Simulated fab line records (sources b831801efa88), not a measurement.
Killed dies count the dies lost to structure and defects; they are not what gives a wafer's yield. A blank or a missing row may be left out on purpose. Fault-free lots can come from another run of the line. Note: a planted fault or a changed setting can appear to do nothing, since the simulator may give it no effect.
What tool caused it? | flow sky130 | Sampling: 10 lots, 30 wafers, 7 of 708 route steps

== WHAT THE GAUGES READ, wafer by wafer ==
SKY_POLY_GATE_THK_MEAS_01.
lot  | measured     | on            | POLY_GATE_CVD_00_THK (nm)
L478 | day 14 11:42 | film metro-02 | 180.1 179.9 180.0
L479 | day 14 20:29 | film metro-04 | 180.6 179.7 180.9
L481 | day 15 12:43 | film metro-02 | 180.9 180.2 179.0
L489 | day 18 07:29 | film metro-04 | 181.4 182.1 182.1
L490 | day 18 17:44 | film metro-01 | 180.1 181.0 180.2
L493 | day 19 15:07 | film metro-04 | 179.3 179.3 180.5
L494 | day 19 20:32 | film metro-01 | 178.1 178.7 176.4
L498 | day 21 15:19 | film metro-01 | 179.6 179.4 179.7
L499 | day 21 21:06 | film metro-02 | 181.8 181.7 180.7
L500 | day 22 03:53 | film metro-04 | 180.7 182.8 179.7

SKY_SD_P_TW_MEAS_11.
lot  | measured     | on            | SD_P_TW
L478 | day 25 22:18 | film metro-01 | 2811 2817 2823
L479 | day 26 12:08 | film metro-02 | 2826 2812 2835
L481 | day 27 02:12 | film metro-01 | 2828 2841 2835
L489 | day 29 20:00 | film metro-04 | 3018 3006 3007
L490 | day 30 06:45 | film metro-02 | 3027 3050 3050
L493 | day 30 21:02 | film metro-04 | 2768 2778 2770
L494 | day 31 05:09 | film metro-04 | 2748 2783 2776
L498 | day 32 19:34 | film metro-04 | 2845 2829 2841
L499 | day 33 00:34 | film metro-02 | 2811 2809 2790
L500 | day 33 05:57 | film metro-02 | 2796 2805 2798

SKY_SD_N_RS_MEAS_17: uses a four-point probe to measure.
lot  | measured     | on            | SD_P_RS (ohm/sq)
L478 | day 28 09:22 | film metro-04 | 147.0 147.7 147.1
L479 | day 28 21:55 | film metro-04 | 146.1 146.6 146.7
L481 | day 29 11:24 | film metro-02 | 147.2 147.5 147.6
L489 | day 32 03:35 | film metro-04 | 128.5 128.5 128.0
L490 | day 32 14:31 | film metro-01 | 129.3 129.2 129.2
L493 | day 33 04:16 | film metro-04 | 147.9 147.0 146.8
L494 | day 33 12:31 | film metro-01 | 147.8 147.8 147.1
L498 | day 35 01:43 | film metro-01 | 147.8 147.4 147.5
L499 | day 35 06:38 | film metro-01 | 147.2 147.9 146.7
L500 | day 35 12:51 | film metro-01 | 147.6 147.6 147.6

SKY_LI_CONTACT_BOW_MEAS_03.
lot  | measured     | on            | LI_CONTACT_BOW (um)
L478 | day 28 10:05 | film metro-02 | 53 56 57
L479 | day 28 22:38 | film metro-04 | 61 56 59
L481 | day 29 12:07 | film metro-02 | 58 66 49
L489 | day 32 04:21 | film metro-02 | 47 43 51
L490 | day 32 15:14 | film metro-04 | 58 60 60
L493 | day 33 05:00 | film metro-04 | 59 62 51
L494 | day 33 13:26 | film metro-02 | 57 68 57
L498 | day 35 02:26 | film metro-02 | 55 59 63
L499 | day 35 07:22 | film metro-04 | 60 64 57
L500 | day 35 13:38 | film metro-02 | 56 52 73

== TOOL THAT RAN EACH LOT (tool first, then ch and the chambers of the sampled wafers, then the start) ==
lot  | SKY_LDD_LDN_STRIP_12                 | SKY_SD_P_IMPLANT_09             | SKY_SD_P_STRIP_10
L478 | plasma asher-04 ch 0,1, day 23 08:50 | implanter-03 ch 0, day 25 22:04 | plasma asher-02 ch 0,1, day 25 22:11
L479 | plasma asher-03 ch 1, day 23 22:41   | implanter-03 ch 0, day 26 11:53 | plasma asher-02 ch 1, day 26 12:02
L481 | plasma asher-04 ch 0,1, day 24 12:56 | implanter-03 ch 0, day 27 01:57 | plasma asher-01 ch 0,1, day 27 02:06
L489 | plasma asher-03 ch 0, day 27 09:11   | implanter-03 ch 0, day 29 19:46 | plasma asher-04 ch 0,1, day 29 19:53
L490 | plasma asher-02 ch 0,1, day 27 19:59 | implanter-03 ch 0, day 30 06:31 | plasma asher-01 ch 0,1, day 30 06:38
L493 | plasma asher-04 ch 0,1, day 28 11:22 | implanter-04 ch 0, day 30 20:50 | plasma asher-02 ch 0,1, day 30 20:56
L494 | plasma asher-02 ch 0,1, day 28 18:59 | implanter-04 ch 0, day 31 04:54 | plasma asher-02 ch 1, day 31 05:03
L498 | plasma asher-03 ch 0, day 30 09:08   | implanter-02 ch 0, day 32 19:20 | plasma asher-02 ch 0,1, day 32 19:27
L499 | plasma asher-04 ch 0,1, day 30 14:52 | implanter-02 ch 0, day 33 00:21 | plasma asher-04 ch 0,1, day 33 00:29
L500 | plasma asher-02 ch 0,1, day 30 21:53 | implanter-02 ch 0, day 33 05:42 | plasma asher-01 ch 0,1, day 33 05:51
- SKY_LDD_LDN_STRIP_12: strips in O2/N2.
- SKY_SD_P_IMPLANT_09
- SKY_SD_P_STRIP_10: strips in O2/N2.

== WHAT THE TOOLS THEMSELVES READ (means of the sampled wafers that have a number; where no wafer has one, the mark that the record gives instead) ==
SKY_LDD_LDN_STRIP_12.
lot  | tool            | drypump motor current A (A) | o2 flow sccm (sccm) | oes product au (a.u.) | strip time to endpoint s (s)
L478 | plasma asher-04 | 5.2                         | 2996                | 0.717                 | 14.19
L479 | plasma asher-03 | 5.9                         | 2996                | 0.718                 | 14.19
L481 | plasma asher-04 | 5.7                         | 3002                | 0.712                 | 14.23
L489 | plasma asher-03 | 6.1                         | 3001                | 0.714                 | 14.19
L490 | plasma asher-02 | 5.2                         | 3009                | 0.716                 | 14.15
L493 | plasma asher-04 | 5.7                         | 3005                | 0.715                 | 14.20
L494 | plasma asher-02 | 5.1                         | 3003                | 0.713                 | 14.16
L498 | plasma asher-03 | 6.1                         | 2996                | 0.716                 | 14.19
L499 | plasma asher-04 | 5.7                         | 3010                | 0.717                 | 14.18
L500 | plasma asher-02 | 5.2                         | 2996                | 0.717                 | 14.16

SKY_SD_P_IMPLANT_09.
lot  | tool         | beam energy keV
L478 | implanter-03 | 19.992
L479 | implanter-03 | 19.998
L481 | implanter-03 | 19.999
L489 | implanter-03 | 26.331
L490 | implanter-03 | 26.330
L493 | implanter-04 | 20.008
L494 | implanter-04 | 19.999
L498 | implanter-02 | 20.000
L499 | implanter-02 | 19.997
L500 | implanter-02 | 19.996

SKY_SD_P_STRIP_10.
lot  | tool            | drypump motor current A (A) | o2 flow sccm (sccm) | oes product au (a.u.) | strip time to endpoint s (s)
L478 | plasma asher-02 | 5.1                         | 3002                | 0.615                 | 17.53
L479 | plasma asher-02 | 5.1                         | 3005                | 0.611                 | 17.45
L481 | plasma asher-01 | 5.5                         | 3000                | 0.621                 | 17.47
L489 | plasma asher-04 | 5.7                         | 3003                | 0.597                 | 18.45
L490 | plasma asher-01 | 5.8                         | 3003                | 0.601                 | 18.47
L493 | plasma asher-02 | 5.2                         | 2991                | 0.619                 | 17.51
L494 | plasma asher-02 | 5.1                         | 2988                | 0.615                 | 17.51
L498 | plasma asher-02 | 5.1                         | 3002                | 0.616                 | 17.52
L499 | plasma asher-04 | 5.2                         | 2988                | 0.620                 | 17.51
L500 | plasma asher-01 | 5.5                         | 2998                | 0.620                 | 17.44

== THE ANSWER, worked out from the rows above alone ==
Rule: what is usual is taken from the lots themselves. Put in order of their means at a reading, lots are off if they are a third of the lots or fewer, leave a main group of 4 or more, and stand apart from it by a gap of 3 or more times the standard deviation of the main group's means; of several such gaps the widest counts. A main group is skipped when, at the precision printed for the reading in the tables above, its means are all equal. A lot without any number at a reading at which 4 lots or more have one is off too. The other lots that the step has rows for count as sound. After the gauges, taken in route order, come the tools' own readings; for these a lot's mean is taken, as printed above. At the first step where some lot is off, the reading lying furthest off is the one used; lots without a number count as furthest.
Off: L489, L490, seen at SKY_SD_P_TW_MEAS_11 (SD_P_TW). The main group has a mean of 2807 with a standard deviation of 25.
If a tool, at a process step before that reading, ran all the lots that are off and no sound lot after the first of them, it fits. The gauges at SKY_SD_P_TW_MEAS_11 aren't tried: what is off there is off at SKY_SD_P_IMPLANT_09 too, on other tools, and a gauge's error can't cause that. One fits: implanter-03 at SKY_SD_P_IMPLANT_09. Its last sound lot is L481 (day 27 01:57), its first lot that is off L489 (day 29 19:46): a fault that began between those two fits.
On the lots that are off, the tool's own readings at SKY_SD_P_IMPLANT_09 differ by more than 5 times the standard deviation of the sound lots' means, which bears it out; beam energy keV reads 26.331 there versus 19.999 on the sound lots.

== WHAT HAD BEEN PUT IN BY THE SIMULATOR ==
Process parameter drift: implanter-03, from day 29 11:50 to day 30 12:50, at SKY_SD_P_IMPLANT_09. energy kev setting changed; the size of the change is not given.
Lots struck among those shown: L489, L490. Same finding as the rule above.
